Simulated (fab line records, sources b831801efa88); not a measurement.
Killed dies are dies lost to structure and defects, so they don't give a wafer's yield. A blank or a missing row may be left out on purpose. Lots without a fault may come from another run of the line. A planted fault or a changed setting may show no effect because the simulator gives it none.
fab line records | flow sky130
record lots=6 wafers=18 last_day=50
route steps=708 shown VIA1@467 PAD_OPEN@708
lots that met no fault: from a run of the same line without faults
start_h: hours from the record's first day to the start of the lot's first wafer shown | wait_h: hours since the lot's step before | " the same as in the row above | L1.1+2: a row that stands for several wafers | - no value, or no start given | * or withheld: withheld | < > ~ a bound
route shown NAME@n: a module of which the file shows steps, and the number in the route of the first | usual: mean/standard deviation of fault-free wafers | same: alike in all rows | chamber/n: place in a boat | sites: the reading at each site | _std_site: their standard deviation | _edge_site: outer sites' mean less inner sites' | radius_mm: how far each site lies from the wafer's centre | mask NAME#n: copy n | behind: the tool/chamber that last shaped the wafer | hold: why the lot was held/for how many hours/how that ended | device: the transistor (n, p or np) that didn't switch | end of line: the same wafers' tests at the end of the route | a step without rows: its recipe alone | killed: dies lost to structure and defects at the first sort, not the wafer's yield | map: a wafer's dies, x killed, . not, _ none there
set.NAME: the setting as run; set.NAME@STEP: as run at that earlier step | model.NAME: the simulator's own value behind a step, which no gauge read
lots at some steps of the route; a table a step, a row a wafer
services: from which hour (start_h, from the record's first day; less than 0 if before it) a tool's chamber was out of use, for how many hours, and why
## steps
# step SKY_VIA1_EXPOSE_09
# recipe mask_id=VIM na=0.8 source_shape=annular sigma_inner=0.55 sigma_outer=0.85 target_cd_nm=150 dose_mj=38
# step SKY_VIA1_PEB_10
# recipe peb_temp_c=withheld peb_time_s=withheld resist=KrF-thick
# step SKY_VIA1_DEVELOP_11
# recipe develop_time_s=58.2 resist=KrF-thick dev_temp_c=21
# step SKY_VIA1_CD_MEAS_12
# recipe target_cd_nm=150
# usual cd_nm=149.8/1.3
# columns lot.wafer tool chamber start_h wait_h cd_nm
L929.2 cd_sem-01 - 836.74 - 151.7
L929.4 " - " " 152.4
L929.6 " - " " 151.4
L933.1 cd_sem-02 - 837.07 - 151.1
L933.4 " - " " 149.6
L933.6 " - " " 150.5
L937.2 cd_sem-02 - 862.53 - 149.4
L937.3 " - " " 149.5
L937.5 " - " " 149.0
L939.3 cd_sem-01 - 889.21 - 150.2
L939.4 " - " " 150.8
L939.5 " - " " 151.3
L947.2 cd_sem-01 - 916.64 - 152.2
L947.5 " - " " 150.1
L947.6 " - " " 149.8
L951.1 cd_sem-02 - 947.47 - 148.8
L951.2 " - " " 147.7
L951.4 " - " " 149.3
# step SKY_VIA1_OVL_MEAS_13
# usual VIA1_OVL=-2/5.4
# columns lot.wafer tool chamber start_h wait_h VIA1_OVL[nm]
L929.2 overlay-02 - 836.84 0.1 1
L929.4 " - " " -1
L929.6 " - " " 2
L933.1 overlay-01 - 837.19 0.1 -7
L933.4 " - " " -3
L933.6 " - " " -12
L937.2 overlay-02 - 862.64 0.1 -7
L937.3 " - " " -7
L937.5 " - " " -1
L939.3 overlay-01 - 889.31 0.1 0
L939.4 " - " " -5
L939.5 " - " " 0
L947.2 overlay-01 - 916.75 0.1 -3
L947.5 " - " " -13
L947.6 " - " " -6
L951.1 overlay-02 - 947.59 0.1 -8
L951.2 " - " " -10
L951.4 " - " " -8
# step SKY_VIA1_ETCH_14
# recipe chemistry=N2/H2 target=BARC ion_energy_ev=200 source_w=500 bias_w=100 pressure_mtorr=30 n2_flow_sccm=100 h2_flow_sccm=200 stop_on=SiO2 time_s=45.9 target_depth_a=600
# usual drypump_motor_current_A=5.73/0.27 oes_product_au=0.855/0.0043 throttle_valve_pct=13.225/0.0084
# columns lot.wafer tool chamber start_h wait_h drypump_motor_current_A oes_product_au rf_hours_counter_h throttle_valve_pct
L929.2 rie_diel-03 3 836.87 0.0 5.77 0.855 17 13.232
L929.4 " 1 " " 5.61 0.858 21 13.219
L929.6 " 1 " " 5.60 0.849 - 13.216
L933.1 rie_diel-04 0 837.23 0.0 5.87 0.851 7 13.226
L933.4 " 1 " " 5.45 0.850 11 13.228
L933.6 " 2 " " 6.36 0.861 - 13.223
L937.2 rie_diel-03 1 862.67 0.0 5.60 0.849 22 13.222
L937.3 " 3 " " 5.78 0.854 19 13.218
L937.5 " 3 " " 5.81 0.855 - 13.229
L939.3 rie_diel-03 2 889.35 0.0 5.39 0.847 - 13.245
L939.4 " 0 " " 5.71 0.852 - 13.226
L939.5 " 0 " " 5.71 0.857 - 13.227
L947.2 rie_diel-04 0 916.78 0.0 5.87 0.853 9 13.234
L947.5 " 2 " " 6.34 0.851 - 13.240
L947.6 " 1 " " 5.46 0.856 - 13.204
L951.1 rie_diel-03 3 947.63 0.0 5.80 0.854 21 13.229
L951.2 " 2 " " 5.40 0.864 17 13.223
L951.4 " 0 " " 5.71 0.855 2 13.223
# step SKY_VIA1_ETCH_15
# recipe target=SiO2 chemistry=C4F8/O2/Ar target_depth_nm=351 stop_on=TiN mask_material=KrF-thick source_w=1500 bias_w=1200 pressure_mtorr=40 c4f8_flow_sccm=withheld O2_flow_sccm=6 Ar_flow_sccm=300 time_s=54
# usual oes_product_au=0.979/0.0063
# columns lot.wafer tool chamber start_h wait_h oes_product_au rf_hours_counter_h
L929.2 rie_diel-03 3 836.92 0.0 0.978 17
L929.4 " 1 " " 0.972 21
L929.6 " 1 " " 0.971 -
L933.1 rie_diel-04 0 837.27 0.0 0.989 7
L933.4 " 1 " " 0.964 11
L933.6 " 2 " " 0.986 -
L937.2 rie_diel-03 1 862.71 0.0 0.973 22
L937.3 " 3 " " 0.977 19
L937.5 " 3 " " 0.980 -
L939.3 rie_diel-03 2 889.42 0.0 0.976 -
L939.4 " 0 " " 0.980 -
L939.5 " 0 " " 0.978 -
L947.2 rie_diel-04 0 916.82 0.0 0.982 9
L947.5 " 2 " " 0.988 -
L947.6 " 1 " " 0.975 -
L951.1 rie_diel-03 3 947.67 0.0 0.986 21
L951.2 " 2 " " 0.976 17
L951.4 " 0 " " 0.986 2
# step SKY_VIA1_STRIP_16
# recipe chemistry=O2/N2 power_w=1400 pressure_mtorr=1500 platen_temp_c=withheld o2_flow_sccm=3000 n2_flow_sccm=300 overash_fraction=0.5
# usual drypump_motor_current_A=5.73/0.27 oes_product_au=0.416/0.0048 strip_time_to_endpoint_s=4.468/0.025
# same overash_fraction=0.5
# columns lot.wafer tool chamber start_h wait_h drypump_motor_current_A oes_product_au rf_hours_counter_h strip_time_to_endpoint_s
L929.2 plasma_asher-04 1 836.96 0.0 6.00 0.413 9 4.454
L929.4 " 0 " " 5.60 0.419 - 4.499
L929.6 " 1 " " 5.99 0.418 - 4.498
L933.1 plasma_asher-01 0 837.32 0.0 5.85 0.409 41 4.421
L933.4 " 0 " " 5.84 0.411 - 4.462
L933.6 " 1 " " 5.68 0.413 - 4.429
L937.2 plasma_asher-03 0 862.76 0.0 6.01 0.414 71 4.483
L937.3 " 0 " " 6.03 0.415 - 4.464
L937.5 " 1 " " 5.25 0.419 - 4.457
L939.3 plasma_asher-03 0 889.50 0.1 6.05 0.418 - 4.526
L939.4 " 1 " " 5.29 0.417 - 4.444
L939.5 " 1 " " 5.29 0.416 - 4.441
L947.2 plasma_asher-04 0 916.87 0.0 5.57 0.409 17 4.444
L947.5 " 1 " " 6.00 0.413 - 4.468
L947.6 " 0 " " 5.57 0.413 - 4.448
L951.1 plasma_asher-01 0 947.72 0.0 5.86 0.420 52 4.466
L951.2 " 1 " " 5.75 0.408 52 4.460
L951.4 " 0 " " 5.86 0.421 - 4.420
# step SKY_VIA1_STRIP_17
# recipe chemistry=post_etch_residue_remover time_s=1200 temp_c=72.5
# step SKY_VIA1_CLEAN_18
# recipe chemistry=IPA time_s=180 temp_c=25
# step SKY_VIA1_CLEAN_19
# recipe chemistry=O3/DIW dry=n2_spin
# step SKY_VIA1_SPUTTER_20
# recipe material=TiN target_thk_nm=20 chamber_pressure_pa=5 power_w=4000 time_s=80
# usual throttle_valve_pct=29.9/1
# columns lot.wafer tool chamber start_h wait_h throttle_valve_pct
L929.2 pvd_sputter-02 - 837.55 0.0 29.7
L929.4 " - " " 29.3
L929.6 " - " " 31.5
L933.1 pvd_sputter-02 - 837.91 0.0 31.4
L933.4 " - " " 29.9
L933.6 " - " " 31.2
L937.2 pvd_sputter-03 - 863.37 0.0 29.4
L937.3 " - " " 31.0
L937.5 " - " " 30.3
L939.3 pvd_sputter-03 - 890.09 0.0 30.8
L939.4 " - " " 29.5
L939.5 " - " " 28.4
L947.2 pvd_sputter-01 - 917.46 0.0 28.6
L947.5 " - " " 29.3
L947.6 " - " " 29.2
L951.1 pvd_sputter-03 - 948.35 0.0 30.9
L951.2 " - " " 30.6
L951.4 " - " " 29.3
# step SKY_VIA1_CVD_21
# recipe material=W target_thk_nm=270 time_s=80.902 temp_c=400 pressure_torr=40
# usual chamber_pressure_Torr=39.98/0.087 heater_power_w=921/94
# columns lot.wafer tool chamber start_h wait_h chamber_pressure_Torr heater_power_w model.W_of_VIA1_CVD_21.thk_nm
L929.2 cvd_w-02 1 837.62 0.0 40.00 945 266.6
L929.4 " 0 " " 39.98 1054 269.6
L929.6 " 1 " " 40.01 937 267.3
L933.1 cvd_w-01 1 837.98 0.0 39.92 778 269
L933.4 " 0 " " 40.15 971 269
L933.6 " 1 " " 39.97 764 272
L937.2 cvd_w-02 0 863.43 0.0 50.69 1044 302.4
L937.3 " 1 " " 50.49 945 300
L937.5 " 0 " " 50.62 1043 307.8
L939.3 cvd_w-02 1 890.19 0.1 50.72 947 304.3
L939.4 " 0 " " 50.62 1052 306.6
L939.5 " 1 " " 50.73 935 305.2
L947.2 cvd_w-01 0 917.52 0.0 39.97 957 264.3
L947.5 " 1 " " 39.94 762 263.2
L947.6 " 0 " " 39.98 953 267.3
L951.1 cvd_w-01 0 948.41 0.0 40.11 944 262.1
L951.2 " 1 " " 40.02 780 259.4
L951.4 " 0 " " 39.99 992 264.1
# step SKY_VIA1_RS_MEAS_22
# recipe thk_meas_gauge=four-point-probe reads=W_of_VIA1_CVD_21+TiN_of_VIA1_SPUTTER_20
# usual VIA1_W_RS=0.430/0.0047
# columns lot.wafer tool chamber start_h wait_h VIA1_W_RS[ohm/sq]
L929.2 film_metro-03 - 837.73 0.1 0.432
L929.4 " - " " 0.427
L929.6 " - " " 0.431
L933.1 film_metro-01 - 838.07 0.1 0.427
L933.4 " - " " 0.429
L933.6 " - " " 0.423
L937.2 film_metro-04 - 863.54 0.1 0.380
L937.3 " - " " 0.383
L937.5 " - " " 0.373
L939.3 film_metro-01 - 890.29 0.1 0.378
L939.4 " - " " 0.375
L939.5 " - " " 0.377
L947.2 film_metro-03 - 917.64 0.1 0.436
L947.5 " - " " 0.437
L947.6 " - " " 0.430
L951.1 film_metro-01 - 948.50 0.1 0.440
L951.2 " - " " 0.444
L951.4 " - " " 0.437
# step SKY_VIA1_THK_MEAS_23
# recipe thk_meas_gauge=xrf reads=W_of_VIA1_CVD_21
# usual VIA1_W_THK=271/3.2
# columns lot.wafer tool chamber start_h wait_h VIA1_W_THK[nm]
L929.2 film_metro-03 - 837.84 0.1 268
L929.4 " - " " 271
L929.6 " - " " 270
L933.1 film_metro-01 - 838.19 0.1 271
L933.4 " - " " 272
L933.6 " - " " 276
L937.2 film_metro-04 - 863.65 0.1 303
L937.3 " - " " 302
L937.5 " - " " 308
L939.3 film_metro-01 - 890.39 0.1 307
L939.4 " - " " 309
L939.5 " - " " 309
L947.2 film_metro-03 - 917.75 0.1 266
L947.5 " - " " 266
L947.6 " - " " 268
L951.1 film_metro-01 - 948.62 0.1 268
L951.2 " - " " 264
L951.4 " - " " 268
# step SKY_VIA1_CMP_24
# recipe stop_on=SiO2 t_overpolish_s=15 down_force_psi=3.5 platen_rpm=60 target_thk_nm=0 pad_velocity_m_s=0.94248
# usual head_pressure_psi=3.499/0.0079 motor_current_A=11.8/1 time_to_endpoint_s=66/3.7
# columns lot.wafer tool chamber start_h wait_h head_pressure_psi motor_current_A time_to_endpoint_s
L929.4 cmp-02 2 837.89 0.0 3.497 10.4 68
L929.2 " 3 " " 3.488 11.7 68
L929.6 " 2 " " 3.481 10.7 64
L933.1 cmp-01 2 838.30 0.1 3.498 13.0 68
L933.4 " 0 " " 3.491 10.5 65
L933.6 " 2 " " 3.504 13.4 71
L937.2 cmp-01 0 863.92 0.3 3.505 10.9 74
L937.3 " 2 " " 3.486 13.0 76
L937.5 " 3 " " 3.493 10.9 76
L939.4 cmp-02 0 890.43 0.0 3.510 13.5 70
L939.3 " 3 " " 3.511 11.2 66
L939.5 " 1 " " 3.512 12.6 64
L947.2 cmp-01 3 917.80 0.0 3.496 11.0 69
L947.6 " 3 " " 3.490 11.4 67
L947.5 " 0 " " 3.508 11.2 71
L951.1 cmp-01 1 950.33 1.7 3.506 11.0 61
L951.4 " 3 " " 3.498 11.7 65
L951.2 " 0 " " 3.505 11.4 66
# step SKY_PAD_OPEN_PROBE_99
# usual defect_limited_yield=83.0/1.8 killed_at_M0_to_M3=42/6.6 killed_at_M4_up=3.0/1.7 killed_at_contacts=24/5.3 killed_at_front_end=15/4.5 killed_at_other=0.2/0.49 killed_dies=83/9 killed_on_rim=16/4 killed_open=45/6.9 killed_short=38/5.8 sort_bin_3_pad_short=0.8/0.4 sort_bin_5_function=10.0/1.5 sort_bin_6_memory=6.1/1.1 sort_n_pass=409/9 sort_yield_pct=83.0/1.8
# same gross_dies=492 killed_at_back_side=0 sort_bin_4_leakage[%]=0 sort_bin_8_speed[%]=0
# columns lot.wafer tool chamber start_h wait_h defect_limited_yield[%] killed_at_M0_to_M3 killed_at_M4_up killed_at_contacts killed_at_front_end killed_at_other killed_dies killed_on_rim killed_open killed_short sort_bin_3_pad_short[%] sort_bin_5_function[%] sort_bin_6_memory[%] sort_n_pass sort_yield_pct[%]
L929.2 prober-02 - 1114.81 0.1 83.5 34 0 23 24 0 81 14 43 38 0.4 10.2 5.9 411 83.5
L929.4 prober-02 - 1114.91 0.2 81.3 43 3 31 15 0 92 16 52 40 1.0 11.6 6.1 400 81.3
L929.6 prober-02 - 1115.01 0.2 84.6 35 0 19 21 1 76 16 41 35 1.2 7.7 6.5 416 84.6
L933.1 prober-01 - 1116.26 0.1 83.7 32 2 28 18 0 80 22 53 27 0.6 9.8 5.9 412 83.7
L933.4 prober-01 - 1116.41 0.2 83.7 43 5 23 9 0 80 11 43 37 0.4 8.9 6.9 412 83.7
L933.6 prober-01 - 1116.51 0.2 82.5 40 4 27 14 1 86 16 38 45 1.6 10.2 5.7 406 82.5
L937.2 prober-01 - 1131.98 0.1 82.9 36 5 24 19 0 84 19 48 36 0.6 10.0 6.5 408 82.9
L937.3 prober-01 - 1132.03 0.2 86.6 32 1 19 14 0 66 17 40 26 0.8 5.9 6.7 426 86.6
L937.5 prober-01 - 1132.13 0.2 84.6 33 2 21 20 0 76 10 44 32 0.4 8.5 6.5 416 84.6
L939.3 prober-01 - 1153.00 0.2 83.9 47 1 21 10 0 79 18 40 39 1.0 9.8 5.3 413 83.9
L939.4 prober-01 - 1153.05 0.2 85.8 32 1 17 20 0 70 17 43 27 0.4 9.6 4.3 422 85.8
L939.5 prober-01 - 1153.10 0.2 84.6 42 2 15 16 1 76 14 38 38 1.0 8.3 6.1 416 84.6
L947.2 prober-01 - 1172.29 0.1 83.1 46 1 23 11 2 83 11 41 42 1.0 9.1 6.7 409 83.1
L947.5 prober-01 - 1172.44 0.2 83.5 39 4 21 17 0 81 13 43 37 0.2 11.6 4.7 411 83.5
L947.6 prober-01 - 1172.49 0.2 82.5 54 2 16 13 1 86 13 40 46 0.8 10.8 5.9 406 82.5
L951.1 prober-02 - 1193.10 0.1 82.5 38 1 31 16 0 86 20 46 40 1.0 9.8 6.7 406 82.5
L951.2 prober-02 - 1193.15 0.1 84.8 42 1 21 11 0 75 15 34 41 1.2 8.5 5.5 417 84.8
L951.4 prober-02 - 1193.25 0.2 82.5 45 3 25 12 1 86 14 40 46 1.6 9.8 6.1 406 82.5
# killed by level:class
L929.2 CONTACT:geometric_particle:open=9 VIA2:geometric_particle:open=8 FIELD_ISO:geometric_particle:short=7 METAL1:geometric_particle:short=7 POLY_GATE:geometric_particle:short=6 FIELD_ISO:geometric_particle:open=5 CONTACT:geometric_particle:short=5 VIA3:geometric_particle:open=5
L929.4 CONTACT:geometric_particle:open=12 VIA1:geometric_particle:open=8 LOCAL_INTERCONNECT:geometric_particle:short=8 METAL1:geometric_particle:short=7 VIA2:geometric_particle:short=6 LI_CONTACT:geometric_particle:open=6 VIA2:geometric_particle:open=6 FIELD_ISO:geometric_particle:open=5
L929.6 VIA2:geometric_particle:open=9 CONTACT:geometric_particle:open=8 VIA1:geometric_particle:open=8 POLY_GATE:geometric_particle:short=7 FIELD_ISO:geometric_particle:short=4 POLY_GATE:geometric_particle:open=4 LI_CONTACT:geometric_particle:open=4 METAL1:geometric_particle:short=4
L933.1 LI_CONTACT:geometric_particle:open=10 VIA1:geometric_particle:open=9 CONTACT:geometric_particle:open=9 VIA2:geometric_particle:open=7 CONTACT:geometric_particle:short=7 FIELD_ISO:geometric_particle:open=6 FIELD_ISO:geometric_particle:short=4 SPACER:geometric_particle:open=4
L933.4 CONTACT:geometric_particle:open=9 VIA1:geometric_particle:open=8 METAL2:geometric_particle:short=8 VIA2:geometric_particle:open=7 LI_CONTACT:geometric_particle:open=6 VIA3:geometric_particle:open=4 LOCAL_INTERCONNECT:geometric_particle:short=4 CONTACT:geometric_particle:short=4
L933.6 LI_CONTACT:geometric_particle:open=8 METAL2:geometric_particle:short=8 CONTACT:geometric_particle:open=7 VIA1:geometric_particle:open=7 VIA2:geometric_particle:open=6 VIA3:geometric_particle:short=5 LOCAL_INTERCONNECT:geometric_particle:short=4 LI_CONTACT:geometric_particle:short=4
L937.2 VIA1:geometric_particle:open=9 FIELD_ISO:geometric_particle:open=8 LI_CONTACT:geometric_particle:open=7 POLY_GATE:geometric_particle:short=6 VIA3:geometric_particle:open=6 CONTACT:geometric_particle:short=5 CONTACT:geometric_particle:open=5 METAL1:geometric_particle:short=4
L937.3 VIA1:geometric_particle:open=11 CONTACT:geometric_particle:open=8 POLY_GATE:geometric_particle:short=6 VIA2:geometric_particle:open=6 LI_CONTACT:geometric_particle:open=5 CONTACT:geometric_particle:short=5 METAL1:geometric_particle:short=5 POLY_GATE:geometric_particle:open=3
L937.5 VIA1:geometric_particle:open=13 CONTACT:geometric_particle:open=9 FIELD_ISO:geometric_particle:open=5 FIELD_ISO:geometric_particle:short=5 POLY_GATE:geometric_particle:short=5 LI_CONTACT:geometric_particle:open=4 VIA2:geometric_particle:open=4 LI_CONTACT:geometric_particle:short=3
L939.3 METAL2:geometric_particle:short=14 CONTACT:geometric_particle:open=9 VIA1:geometric_particle:short=9 LI_CONTACT:geometric_particle:open=7 VIA2:geometric_particle:open=7 METAL1:geometric_particle:short=5 VIA1:geometric_particle:open=4 VIA3:geometric_particle:open=4
L939.4 VIA1:geometric_particle:open=10 CONTACT:geometric_particle:open=8 FIELD_ISO:geometric_particle:open=5 VIA2:geometric_particle:open=5 POLY_GATE:geometric_particle:open=4 CONTACT:geometric_particle:short=4 METAL2:geometric_particle:short=4 FIELD_ISO:geometric_particle:short=3
L939.5 VIA3:geometric_particle:open=7 VIA1:geometric_particle:open=6 METAL2:geometric_particle:short=6 FIELD_ISO:geometric_particle:open=5 VIA1:geometric_particle:short=5 VIA2:geometric_particle:short=4 VIA2:geometric_particle:open=4 FIELD_ISO:geometric_particle:short=3
L947.2 VIA1:geometric_particle:open=9 CONTACT:geometric_particle:open=7 METAL1:geometric_particle:short=7 LI_CONTACT:geometric_particle:open=6 LOCAL_INTERCONNECT:geometric_particle:short=6 METAL2:geometric_particle:short=6 VIA3:geometric_particle:short=5 VIA3:geometric_particle:open=5
L947.5 VIA1:geometric_particle:open=10 LI_CONTACT:geometric_particle:open=6 VIA3:geometric_particle:open=6 FIELD_ISO:geometric_particle:short=5 POLY_GATE:geometric_particle:open=5 LOCAL_INTERCONNECT:geometric_particle:short=5 CONTACT:geometric_particle:open=5 VIA1:geometric_particle:short=5
L947.6 VIA1:geometric_particle:open=13 METAL1:geometric_particle:short=9 METAL2:geometric_particle:short=8 VIA1:geometric_particle:short=8 VIA2:geometric_particle:open=6 CONTACT:geometric_particle:open=5 LI_CONTACT:geometric_particle:open=4 POLY_GATE:geometric_particle:open=3
L951.1 LI_CONTACT:geometric_particle:open=10 CONTACT:geometric_particle:open=8 LI_CONTACT:geometric_particle:short=7 VIA1:geometric_particle:open=7 FIELD_ISO:geometric_particle:short=6 METAL2:geometric_particle:short=6 FIELD_ISO:geometric_particle:open=5 VIA1:geometric_particle:short=5
L951.2 VIA1:geometric_particle:open=9 METAL2:geometric_particle:short=8 LI_CONTACT:geometric_particle:open=7 FIELD_ISO:geometric_particle:short=5 VIA2:geometric_particle:short=5 LOCAL_INTERCONNECT:geometric_particle:short=4 CONTACT:geometric_particle:short=4 CONTACT:geometric_particle:open=4
L951.4 METAL1:geometric_particle:short=9 VIA3:geometric_particle:open=9 LI_CONTACT:geometric_particle:open=7 VIA1:geometric_particle:open=7 CONTACT:geometric_particle:short=6 CONTACT:geometric_particle:open=5 VIA1:geometric_particle:short=5 LOCAL_INTERCONNECT:geometric_particle:short=4
## services
# columns tool chamber start_h hours kind
cvd_w-02 1 815.71 7.3 repair
rie_diel-03 0 819.31 15.5 repair
rie_diel-04 3 822.01 6.1 repair
pvd_sputter-01 - 824.39 1.0 repair
rie_diel-03 2 841.98 2.6 repair
plasma_asher-04 - 849.67 3.8 repair
rie_diel-03 0 851.09 - clean
rie_diel-03 0 851.09 20.1 scheduled_down
rie_diel-03 0 851.09 20.1 vent_cycle
cmp-01 - 851.20 0.4 repair
rie_diel-04 1 856.35 3.8 repair
cvd_w-02 1 858.18 2.2 repair
rie_diel-03 1 872.08 - clean
plasma_asher-01 - 875.50 1.4 repair
rie_diel-04 0 876.09 16.5 repair
plasma_asher-04 - 899.54 2.0 repair
cvd_w-02 - 904.00 14.0 pm
pvd_sputter-02 - 908.35 4.1 repair
rie_diel-03 - 908.44 2.8 pm
rie_diel-04 1 908.80 3.2 repair
cmp-01 - 912.00 4.0 pm
cmp-02 - 930.79 0.7 repair
rie_diel-03 - 933.19 0.7 repair
plasma_asher-03 - 949.01 3.4 repair
## key
first_sign step=SKY_VIA1_CVD_21 reading=chamber_pressure_Torr direction=up sigmas=99+ usual=39.98 struck=50.64
effect step=SKY_VIA1_RS_MEAS_22 reading=VIA1_W_RS direction=down sigmas=11 usual=0.430 struck=0.378
effect step=SKY_VIA1_THK_MEAS_23 reading=VIA1_W_THK direction=up sigmas=11 usual=271 struck=306
model_effect step=SKY_VIA1_CVD_21 value=W_of_VIA1_CVD_21.thk_nm without=270.6 struck=304.4
met_at SKY_VIA1_CVD_21
struck_wafers L937.2,L937.3,L937.5,L939.3,L939.4,L939.5
onset_between 837.62 863.43
fault kind=process_parameter_drift tool=cvd_w-02 chamber=- onset_h=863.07 steps=SKY_VIA1_CVD_21 channel=pressure_torr offset=10.65 shape=step end_h=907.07 acts_in=these_recipes_only stated=40
